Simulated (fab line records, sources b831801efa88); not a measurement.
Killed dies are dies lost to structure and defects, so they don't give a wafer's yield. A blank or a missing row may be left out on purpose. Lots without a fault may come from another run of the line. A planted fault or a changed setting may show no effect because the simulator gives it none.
Chamber matching | flow gf180mcu | GF_V3_CMP_04 on cmp-01: 4 sister chambers
The step polishes SiO2. 14 wafers are shown with their chamber, then 7 later ones without.

WAFERS WITH THEIR CHAMBER
wafer  | chamber | motor_current_A (A) | slurry_flow_ml_min | retaining_ring_pressure_frac
L912.2 | 1       | 13.9                | 150.7              | 0.997
L912.5 | 2       | 12.9                | 150.4              | 1.014
L912.6 | 1       | 14.2                | 150.8              | 0.996
L916.1 | 3       | 11.3                | 149.1              | 0.991
L916.3 | 0       | 12.2                | 150.7              | 0.990
L916.4 | 1       | 14.0                | 150.2              | 1.003
L919.2 | 2       | 12.9                | 149.7              | 0.999
L919.5 | 3       | 11.2                | 149.4              | 0.998
L919.6 | 0       | 12.5                | 150.1              | 0.997
L920.2 | 3       | 11.2                | 150.0              | 1.003
L920.5 | 2       | 12.5                | 150.1              | 0.994
L920.6 | 1       | 14.0                | 150.7              | 1.001
L925.1 | 0       | 11.5                | 149.6              | 1.000
L925.4 | 2       | 12.3                | 149.8              | 1.003

SIGNATURES (means of the wafers above)
reading                      | chamber 0 | chamber 1 | chamber 2 | chamber 3 | scatter within a chamber
motor_current_A              | 12.067    | 14.025    | 12.650    | 11.233    | 0.292
slurry_flow_ml_min           | 150.133   | 150.600   | 150.000   | 149.500   | 0.393
retaining_ring_pressure_frac | 0.99567   | 0.99925   | 1.00250   | 0.99733   | 0.00612
Rule: a wafer's distance from a chamber is the root of the sum, over the readings, of the square of ((its reading less the chamber's mean) divided by the reading's scatter). The wafer belongs to the nearest chamber; if the next one is less than 2 further off, it can't be placed. The scatter: the root of (the sum of the squares of (reading less its chamber's mean) over the shown wafers, divided by (wafers less chambers)).

WAFERS WITHOUT THEIR CHAMBER
wafer  | motor_current_A (A) | slurry_flow_ml_min | retaining_ring_pressure_frac
L925.5 | 12.4                | 149.7              | 1.003
L933.1 | 11.4                | 149.0              | 1.000
L933.2 | 12.7                | 150.2              | 1.000
L933.5 | 12.5                | 149.7              | 1.005
L935.2 | 14.2                | 149.9              | 0.999
L935.3 | 11.5                | 150.5              | 0.997
L935.5 | 12.9                | 150.2              | 0.997

WHICH CHAMBER EACH WENT THROUGH
wafer  | from the rows above     | in truth
L925.5 | can't be placed: 2 or 0 | 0
L933.1 | 3                       | 3
L933.2 | can't be placed: 2 or 0 | 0
L933.5 | can't be placed: 2 or 0 | 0
L935.2 | 1                       | 1
L935.3 | can't be placed: 0 or 3 | 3
L935.5 | can't be placed: 2 or 0 | 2
Placed correctly: 2 of 7. Can't be placed from these rows: 5 (the true chamber is among the candidates in 5). Placed wrongly: 0.
